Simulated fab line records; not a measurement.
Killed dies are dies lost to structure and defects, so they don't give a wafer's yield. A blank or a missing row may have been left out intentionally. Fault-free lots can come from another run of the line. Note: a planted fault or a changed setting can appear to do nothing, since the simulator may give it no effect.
fab line records -- flow sky130
[record] lots = 6, wafers = 14, lastDay = 50
route steps=708 shown VIA3@586 METAL4@598 PAD_OPEN@708
lots that met no fault: from a run of the same line without faults
startH: the number of hours between the record's first day and the start of the first shown wafer of the lot -- waitH: hours since the lot's step before -- " unchanged from the row above -- L1.1+2: a single row standing in for several wafers -- - value missing, or start not given -- * or withheld: withheld -- < > ~ a bound
route shown NAME@n: names a module that has steps shown in the file, with the first one's number in the route -- usual: the fault-free wafers' mean and standard deviation -- same: alike in all rows -- chamber/n: place in a boat -- sites: the reading at each site -- _std_site: standard deviation across them -- _edge_site: mean of outer sites minus mean of inner sites -- radiusMm: how far each site lies from the wafer's centre -- mask NAME#n: copy n -- behind: the last tool/chamber to shape the wafer -- hold: the reason the lot was held/the length of the hold in hours/how it ended -- device: which transistor (n, p or np) failed to switch -- end of line: the same wafers' tests at the end of the route -- a step without rows: its recipe alone -- killed: count of dies lost to structure and defects at first sort (not the wafer's yield) -- map: the dies of a wafer, with x for killed, . for not killed, _ for no die there
set.NAME: the setting the step ran with; set.NAME@STEP: the setting that earlier step ran with -- model.NAME: the simulator's own value behind a step, which no gauge read
a table for each step, a row for each wafer; lots at some steps of the route
services: a tool's chamber out of use, with start hour (startH, from the record's first day; less than 0 if before it), hours out, and reason
[[steps]]
[step SKY_VIA3_OVL_MEAS_13]
[usual] VIA3_OVL = -1/5.3
lot.wafer,tool,chamber,startH,waitH,VIA3_OVL[nm]
L304.4,overlay-02,-,960.48,0.1,-7
L304.5,overlay-02,-,960.48,0.1,-4
L304.6,overlay-02,-,960.48,0.1,-8
L306.1,overlay-01,-,968.41,0.1,0
L306.4,overlay-01,-,968.41,0.1,-1
L306.5,overlay-01,-,968.41,0.1,-10
L308.3,overlay-02,-,976.22,0.1,-7
L311.2,overlay-02,-,999.34,0.1,-7
L317.1,overlay-02,-,1036.23,0.1,-6
L317.5,overlay-02,-,1036.23,0.1,4
L317.6,overlay-02,-,1036.23,0.1,-3
L323.3,overlay-02,-,1072.39,0.1,6
L323.5,overlay-02,-,1072.39,0.1,1
L323.6,overlay-02,-,1072.39,0.1,5
[step SKY_VIA3_ETCH_14]
[recipe] chemistry = N2/H2, target = BARC, ionEnergyEv = 200, sourceW = 500, biasW = 100, pressureMtorr = 30, n2FlowSccm = 100, h2FlowSccm = 200, stopOn = SiO2, timeS = 45.9, targetDepthA = 600
[usual] drypumpMotorCurrentA = 5.6/0.68, oesProductAu = 0.854/0.0048, throttleValvePct = 13.226/0.0094
lot.wafer,tool,chamber,startH,waitH,drypumpMotorCurrentA,oesProductAu,rfHoursCounterH,throttleValvePct
L304.4,rieDiel-02,3,960.50,0.0,4.8,0.853,24,13.236
L304.5,rieDiel-02,0,960.50,0.0,5.2,0.852,-,13.210
L304.6,rieDiel-02,1,960.50,0.0,4.8,0.856,-,13.217
L306.1,rieDiel-02,0,968.45,0.0,5.2,0.849,26,13.242
L306.4,rieDiel-02,2,968.45,0.0,6.6,0.856,6,13.236
L306.5,rieDiel-02,1,968.45,0.0,4.8,0.845,-,13.208
L308.3,rieDiel-02,1,976.25,0.0,4.8,0.847,9,13.227
L311.2,rieDiel-04,2,999.37,0.0,6.4,0.852,21,13.226
L317.1,rieDiel-01,2,1036.27,0.0,6.7,0.845,9,13.215
L317.5,rieDiel-01,1,1036.27,0.0,5.1,0.857,-,13.234
L317.6,rieDiel-01,2,1036.27,0.0,6.7,0.846,-,13.206
L323.3,rieDiel-02,2,1072.42,0.0,6.6,0.840,11,13.213
L323.5,rieDiel-02,1,1072.42,0.0,4.8,0.858,-,13.205
L323.6,rieDiel-02,0,1072.42,0.0,5.2,0.858,-,13.221
[step SKY_VIA3_ETCH_15]
[recipe] target = SiO2, chemistry = C4F8/O2/Ar, targetDepthNm = 507, stopOn = TiN, maskMaterial = KrF-thick, sourceW = 1500, biasW = 1200, pressureMtorr = 40, c4f8FlowSccm = withheld, O2_flow_sccm = 6, Ar_flow_sccm = 300, timeS = 78
[usual] oesProductAu = 0.946/0.0044
lot.wafer,tool,chamber,startH,waitH,oesProductAu,rfHoursCounterH
L304.4,rieDiel-02,3,960.54,0.0,0.952,24
L304.5,rieDiel-02,0,960.54,0.0,0.947,-
L304.6,rieDiel-02,1,960.54,0.0,0.944,-
L306.1,rieDiel-02,0,968.49,0.0,0.945,26
L306.4,rieDiel-02,2,968.49,0.0,0.943,6
L306.5,rieDiel-02,1,968.49,0.0,0.949,-
L308.3,rieDiel-02,1,976.29,0.0,0.956,9
L311.2,rieDiel-04,2,999.41,0.0,0.942,21
L317.1,rieDiel-01,2,1036.31,0.0,0.941,9
L317.5,rieDiel-01,1,1036.31,0.0,0.944,-
L317.6,rieDiel-01,2,1036.31,0.0,0.940,-
L323.3,rieDiel-02,2,1072.46,0.0,0.951,11
L323.5,rieDiel-02,1,1072.46,0.0,0.933,-
L323.6,rieDiel-02,0,1072.46,0.0,0.947,-
[step SKY_VIA3_STRIP_16]
[recipe] chemistry = O2/N2, powerW = 1400, pressureMtorr = 1500, platenTempC = withheld, o2FlowSccm = 3000, n2FlowSccm = 300, overashFraction = 0.5
[usual] drypumpMotorCurrentA = 5.94/0.23, oesProductAu = 0.403/0.0044, stripTimeToEndpointS = 4.15/0.03
lot.wafer,tool,chamber,startH,waitH,drypumpMotorCurrentA,oesProductAu,rfHoursCounterH,stripTimeToEndpointS
L304.4,plasmaAsher-03,1,960.63,0.1,6.15,0.407,-,4.12
L304.5,plasmaAsher-03,1,960.63,0.1,6.13,0.406,-,4.12
L304.6,plasmaAsher-03,0,960.63,0.1,5.64,0.400,-,4.14
L306.1,plasmaAsher-03,1,968.55,0.0,6.14,0.397,21,4.13
L306.4,plasmaAsher-03,0,968.55,0.0,5.65,0.403,-,4.17
L306.5,plasmaAsher-03,0,968.55,0.0,5.65,0.403,-,4.15
L308.3,plasmaAsher-03,1,976.38,0.1,6.13,0.397,-,4.13
L311.2,plasmaAsher-03,0,999.47,0.0,5.68,0.401,25,4.14
L317.1,plasmaAsher-01,0,1036.37,0.0,6.29,0.402,123,4.16
L317.5,plasmaAsher-01,1,1036.37,0.0,5.65,0.398,-,4.13
L317.6,plasmaAsher-01,0,1036.37,0.0,6.29,0.393,-,4.17
L323.3,plasmaAsher-04,1,1072.55,0.1,5.91,0.398,-,4.20
L323.5,plasmaAsher-04,0,1072.55,0.1,6.02,0.408,-,4.15
L323.6,plasmaAsher-04,1,1072.55,0.1,5.87,0.394,-,4.14
[step SKY_VIA3_STRIP_17]
[recipe] chemistry = postEtchResidueRemover, timeS = 1200, tempC = 72.5
[step SKY_VIA3_CLEAN_18]
[recipe] chemistry = IPA, timeS = 180, tempC = 25
[step SKY_VIA3_CLEAN_19]
[recipe] chemistry = O3/DIW, dry = n2Spin
[step SKY_VIA3_SPUTTER_20]
[recipe] material = TiN, targetThkNm = 20, chamberPressurePa = 5, powerW = 4000, timeS = 80
[usual] chamberPressurePa = 5.000/0.0096, throttleValvePct = 30.2/1
lot.wafer,tool,chamber,startH,waitH,chamberPressurePa,throttleValvePct
L304.4,pvdSputter-03,-,961.23,0.0,5.013,30.9
L304.5,pvdSputter-03,-,961.23,0.0,5.004,31.8
L304.6,pvdSputter-03,-,961.23,0.0,5.004,30.8
L306.1,pvdSputter-03,-,969.15,0.0,4.991,29.5
L306.4,pvdSputter-03,-,969.15,0.0,4.993,29.1
L306.5,pvdSputter-03,-,969.15,0.0,5.000,29.5
L308.3,pvdSputter-02,-,976.94,0.0,4.989,28.0
L311.2,pvdSputter-02,-,1000.06,0.0,4.998,27.8
L317.1,pvdSputter-03,-,1036.97,0.0,5.002,31.6
L317.5,pvdSputter-03,-,1036.97,0.0,5.005,28.8
L317.6,pvdSputter-03,-,1036.97,0.0,5.005,30.0
L323.3,pvdSputter-01,-,1073.11,0.0,4.996,30.3
L323.5,pvdSputter-01,-,1073.11,0.0,5.011,31.6
L323.6,pvdSputter-01,-,1073.11,0.0,5.008,30.6
[step SKY_VIA3_CVD_21]
[recipe] material = W, targetThkNm = 390, timeS = 117.31, tempC = 400, pressureTorr = 40
[usual] heaterPowerW = 787/28
lot.wafer,tool,chamber,startH,waitH,heaterPowerW,sinceWetCleanH
L304.4,cvdW-01,0,961.34,0.1,786,-
L304.5,cvdW-01,1,961.34,0.1,748,-
L304.6,cvdW-01,0,961.34,0.1,797,-
L306.1,cvdW-02,1,969.21,0.0,806,565
L306.4,cvdW-02,1,969.21,0.0,833,-
L306.5,cvdW-02,1,969.21,0.0,797,-
L308.3,cvdW-01,1,977.08,0.1,732,-
L311.2,cvdW-02,1,1000.12,0.0,840,596
L317.1,cvdW-01,0,1037.03,0.0,798,119
L317.5,cvdW-01,0,1037.03,0.0,793,-
L317.6,cvdW-01,1,1037.03,0.0,729,-
L323.3,cvdW-02,1,1073.21,0.1,818,-
L323.5,cvdW-02,0,1073.21,0.1,794,-
L323.6,cvdW-02,1,1073.21,0.1,835,-
[step SKY_VIA3_RS_MEAS_22]
[recipe] thkMeasGauge = four-point-probe, reads = W_of_VIA3_CVD_21+TiN_of_VIA3_SPUTTER_20
[usual] VIA3_W_RS = 0.2939/0.0027
lot.wafer,tool,chamber,startH,waitH,VIA3_W_RS[ohm/sq]
L304.4,filmMetro-01,-,961.48,0.1,0.2967
L304.5,filmMetro-01,-,961.48,0.1,0.2960
L304.6,filmMetro-01,-,961.48,0.1,0.2973
L306.1,filmMetro-03,-,969.45,0.2,0.2947
L306.4,filmMetro-03,-,969.45,0.2,0.2949
L306.5,filmMetro-03,-,969.45,0.2,0.2893
L308.3,filmMetro-04,-,977.29,0.2,0.2937
L311.2,filmMetro-04,-,1000.27,0.1,0.2971
L317.1,filmMetro-03,-,1037.16,0.1,0.2954
L317.5,filmMetro-03,-,1037.16,0.1,0.2966
L317.6,filmMetro-03,-,1037.16,0.1,0.2909
L323.3,filmMetro-04,-,1073.33,0.1,0.2942
L323.5,filmMetro-04,-,1073.33,0.1,0.2915
L323.6,filmMetro-04,-,1073.33,0.1,0.2957
[step SKY_VIA3_THK_MEAS_23]
[recipe] thkMeasGauge = xrf, reads = W_of_VIA3_CVD_21
[usual] VIA3_W_THK = 394/4.7
lot.wafer,tool,chamber,startH,waitH,VIA3_W_THK[nm]
L304.4,filmMetro-01,-,961.57,0.1,388
L304.5,filmMetro-01,-,961.57,0.1,393
L304.6,filmMetro-01,-,961.57,0.1,389
L306.1,filmMetro-03,-,969.57,0.1,395
L306.4,filmMetro-03,-,969.57,0.1,393
L306.5,filmMetro-03,-,969.57,0.1,399
L308.3,filmMetro-04,-,977.39,0.1,397
L311.2,filmMetro-04,-,1000.38,0.1,388
L317.1,filmMetro-03,-,1037.28,0.1,396
L317.5,filmMetro-03,-,1037.28,0.1,394
L317.6,filmMetro-03,-,1037.28,0.1,402
L323.3,filmMetro-04,-,1073.43,0.1,393
L323.5,filmMetro-04,-,1073.43,0.1,398
L323.6,filmMetro-04,-,1073.43,0.1,389
[step SKY_VIA3_CMP_24]
[recipe] stopOn = SiO2, tOverpolishS = 20, downForcePsi = 3.5, platenRpm = 60, targetThkNm = 0, padVelocityMS = 0.94248
[step SKY_METAL4_SPUTTER_00]
[recipe] material = Ti, targetThkNm = 15, powerW = 3000, timeS = 10, chamberPressurePa = 0.4
[usual] chamberPressurePa = 0.3999/0.00075, throttleValvePct = 29.9/0.99
lot.wafer,tool,chamber,startH,waitH,chamberPressurePa,throttleValvePct
L304.4,pvdSputter-02,-,961.90,0.1,0.3995,27.7
L304.5,pvdSputter-02,-,961.90,0.1,0.4011,30.6
L304.6,pvdSputter-02,-,961.90,0.1,0.3983,30.2
L306.1,pvdSputter-04,-,969.93,0.2,0.4005,29.5
L306.4,pvdSputter-04,-,969.93,0.2,0.3990,28.6
L306.5,pvdSputter-04,-,969.93,0.2,0.3996,28.6
L308.3,pvdSputter-04,-,977.73,0.2,0.3857,29.0
L311.2,pvdSputter-04,-,1000.73,0.1,0.3865,29.2
L317.1,pvdSputter-02,-,1037.64,0.2,0.3994,27.9
L317.5,pvdSputter-02,-,1037.64,0.2,0.4000,28.0
L317.6,pvdSputter-02,-,1037.64,0.2,0.4001,30.9
L323.3,pvdSputter-01,-,1073.77,0.1,0.4000,31.0
L323.5,pvdSputter-01,-,1073.77,0.1,0.3998,30.3
L323.6,pvdSputter-01,-,1073.77,0.1,0.4000,30.9
[step SKY_METAL4_SPUTTER_01]
[recipe] material = TiN, targetThkNm = 20, powerW = 6500, timeS = 16.7, chamberPressurePa = 0.4
[step SKY_PAD_OPEN_PROBE_99]
[usual] killed_at_M0_to_M3 = 43/7.2, killed_at_M4_up = 3.2/1.8, killedAtContacts = 23/5.6, killedAtFrontEnd = 15/4.6, killedAtOther = 0.3/0.71, killedDies = 85/10, killedOpen = 46/7.8, killedShort = 38/6.5
[same] grossDies = 492, killedAtBackSide = 0
lot.wafer,tool,chamber,startH,waitH,killed_at_M0_to_M3,killed_at_M4_up,killedAtContacts,killedAtFrontEnd,killedAtOther,killedDies,killedOpen,killedShort
L304.4,prober-02,-,1103.06,0.2,57,5,19,6,0,87,44,43
L304.5,prober-02,-,1103.11,0.2,42,5,31,6,0,84,35,49
L304.6,prober-02,-,1103.16,0.2,37,2,12,6,0,57,34,23
L306.1,prober-02,-,1110.49,0.1,46,3,28,12,0,89,50,39
L306.4,prober-02,-,1110.64,0.2,39,0,33,16,0,88,46,42
L306.5,prober-02,-,1110.69,0.2,37,3,22,9,0,71,37,34
L308.3,prober-01,-,1115.84,0.2,49,4,26,16,0,95,51,44
L311.2,prober-01,-,1134.90,0.1,33,4,31,20,1,89,51,37
L317.1,prober-01,-,1165.44,0.1,43,4,18,16,1,82,47,35
L317.5,prober-01,-,1165.64,0.2,48,6,30,14,1,99,46,53
L317.6,prober-01,-,1165.69,0.2,41,4,27,17,1,90,44,44
L323.3,prober-01,-,1194.28,0.2,33,2,19,15,0,69,35,34
L323.5,prober-01,-,1194.38,0.2,37,6,20,13,0,76,51,25
L323.6,prober-01,-,1194.43,0.2,37,7,21,20,2,87,46,41
// killed by level:class
L304.4 VIA3:geometricParticle:open=11 LI_CONTACT:geometricParticle:open=8 VIA1:geometricParticle:open=7 VIA2:geometricParticle:open=7 VIA2:geometricParticle:short=7 VIA3:geometricParticle:short=5 METAL3:geometricParticle:short=5 METAL2:geometricParticle:short=5
L304.5 CONTACT:geometricParticle:open=9 LOCAL_INTERCONNECT:geometricParticle:short=9 METAL1:geometricParticle:short=9 VIA3:geometricParticle:open=8 VIA1:geometricParticle:open=8 CONTACT:geometricParticle:short=7 FIELD_ISO:geometricParticle:short=5 LI_CONTACT:geometricParticle:open=5
L304.6 VIA2:geometricParticle:open=8 VIA1:geometricParticle:open=6 LI_CONTACT:geometricParticle:open=5 METAL1:geometricParticle:short=5 CONTACT:geometricParticle:open=4 VIA1:geometricParticle:short=4 METAL2:geometricParticle:short=3 METAL3:geometricParticle:short=3
L306.1 CONTACT:geometricParticle:open=14 VIA1:geometricParticle:open=11 VIA2:geometricParticle:open=6 CONTACT:geometricParticle:short=5 METAL2:geometricParticle:short=5 VIA3:geometricParticle:open=5 LI_CONTACT:geometricParticle:open=4 METAL3:geometricParticle:short=4
L306.4 CONTACT:geometricParticle:open=18 CONTACT:geometricParticle:short=9 METAL2:geometricParticle:short=7 FIELD_ISO:geometricParticle:open=6 VIA1:geometricParticle:open=6 METAL1:geometricParticle:short=5 VIA2:geometricParticle:short=5 LI_CONTACT:geometricParticle:open=4
L306.5 METAL2:geometricParticle:short=10 LI_CONTACT:geometricParticle:open=8 CONTACT:geometricParticle:short=6 VIA3:geometricParticle:open=6 CONTACT:geometricParticle:open=4 VIA1:geometricParticle:open=4 VIA2:geometricParticle:short=4 FIELD_ISO:geometricParticle:open=3
L308.3 VIA1:geometricParticle:open=9 CONTACT:geometricParticle:short=8 CONTACT:geometricParticle:open=7 VIA2:geometricParticle:short=7 VIA3:geometricParticle:open=7 POLY_GATE:geometricParticle:open=6 LI_CONTACT:geometricParticle:open=6 VIA2:geometricParticle:open=6
L311.2 LI_CONTACT:geometricParticle:open=9 CONTACT:geometricParticle:open=9 VIA1:geometricParticle:open=9 VIA3:geometricParticle:open=7 CONTACT:geometricParticle:short=7 FIELD_ISO:geometricParticle:short=6 FIELD_ISO:geometricParticle:open=5 POLY_GATE:geometricParticle:open=5
L317.1 VIA1:geometricParticle:open=11 VIA3:geometricParticle:open=8 METAL1:geometricParticle:short=7 CONTACT:geometricParticle:open=6 VIA2:geometricParticle:open=6 POLY_GATE:geometricParticle:short=5 POLY_GATE:geometricParticle:open=4 METAL4:geometricParticle:short=4
L317.5 CONTACT:geometricParticle:open=12 VIA1:geometricParticle:open=11 METAL1:geometricParticle:short=8 METAL2:geometricParticle:short=7 LI_CONTACT:geometricParticle:open=6 CONTACT:geometricParticle:short=6 METAL3:geometricParticle:short=5 METAL4:geometricParticle:short=5
L317.6 CONTACT:geometricParticle:open=10 VIA1:geometricParticle:open=8 METAL2:geometricParticle:short=6 LI_CONTACT:geometricParticle:open=6 POLY_GATE:geometricParticle:open=5 VIA2:geometricParticle:short=5 VIA3:geometricParticle:open=5 LOCAL_INTERCONNECT:geometricParticle:short=4
L323.3 CONTACT:geometricParticle:open=7 VIA1:geometricParticle:short=7 FIELD_ISO:geometricParticle:short=5 FIELD_ISO:geometricParticle:open=5 LI_CONTACT:geometricParticle:open=5 VIA1:geometricParticle:open=4 METAL2:geometricParticle:short=4 VIA2:geometricParticle:open=4
L323.5 VIA2:geometricParticle:open=10 LI_CONTACT:geometricParticle:open=9 VIA3:geometricParticle:open=7 VIA1:geometricParticle:open=6 FIELD_ISO:geometricParticle:open=5 POLY_GATE:geometricParticle:open=5 METAL4:geometricParticle:short=4 LOCAL_INTERCONNECT:geometricParticle:short=4
L323.6 VIA1:geometricParticle:open=11 FIELD_ISO:geometricParticle:open=7 LI_CONTACT:geometricParticle:open=6 CONTACT:geometricParticle:open=6 VIA1:geometricParticle:short=6 FIELD_ISO:geometricParticle:short=5 POLY_GATE:geometricParticle:open=5 CONTACT:geometricParticle:short=4
[[services]]
tool,chamber,startH,hours,kind
pvdSputter-04,-,939.48,7.5,repair
rieDiel-02,1,940.97,7.1,repair
plasmaAsher-03,-,942.82,0.3,repair
pvdSputter-01,-,948.70,1.9,repair
cvdW-01,0,950.89,4.2,repair
pvdSputter-03,-,953.60,6.0,repair
pvdSputter-03,-,954.75,1.9,repair
cvdW-02,0,966.66,3.1,repair
cvdW-01,0,976.42,11.2,repair
plasmaAsher-04,-,977.56,0.6,repair
rieDiel-02,0,980.81,16.0,repair
rieDiel-01,3,986.59,2.6,repair
rieDiel-02,3,987.27,14.8,repair
cvdW-02,-,997.24,2.8,pm
pvdSputter-01,-,998.38,2.1,repair
cvdW-01,-,1021.50,6.0,pm
rieDiel-02,3,1043.51,118.2,repair
pvdSputter-02,-,1047.64,4.9,repair
plasmaAsher-01,-,1055.25,9.0,pm
pvdSputter-01,-,1063.41,7.6,repair
rieDiel-04,2,1068.15,3.8,repair
cvdW-02,-,1069.59,1.1,repair
rieDiel-01,2,1070.93,2.9,repair
rieDiel-01,1,1073.00,3.9,repair
[[key]]
[firstSign] step = SKY_METAL4_SPUTTER_00, reading = chamberPressurePa, direction = down, sigmas = 18, usual = 0.3999, struck = 0.3861
effect none on later readings
metAt SKY_METAL4_SPUTTER_00
struckWafers L308.3,L311.2
testerLeftOut L308,L311
onsetBetween 969.93 977.73
[earlierFault] kind = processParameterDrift, tool = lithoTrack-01, chamber = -, onsetH = 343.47, steps = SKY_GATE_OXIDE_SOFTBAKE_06, channel = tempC, offset = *, shape = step, endH = 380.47, actsIn = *, stated = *
[fault] kind = processParameterDrift, tool = pvdSputter-04, chamber = -, onsetH = 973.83, steps = SKY_METAL4_SPUTTER_00, channel = chamberPressurePa, offset = -0.013418, shape = step, actsIn = theseRecipesOnly, stated = 0.4, scope = struckWafersOnly
// testerLeftOut: of these lots the tester's yield and bins aren't shown, on N5 and GAA mostly nor the transistor test; their killed dies are dies lost to structure and defects alone, not to doping, threshold or leakage, so they don't give the yield
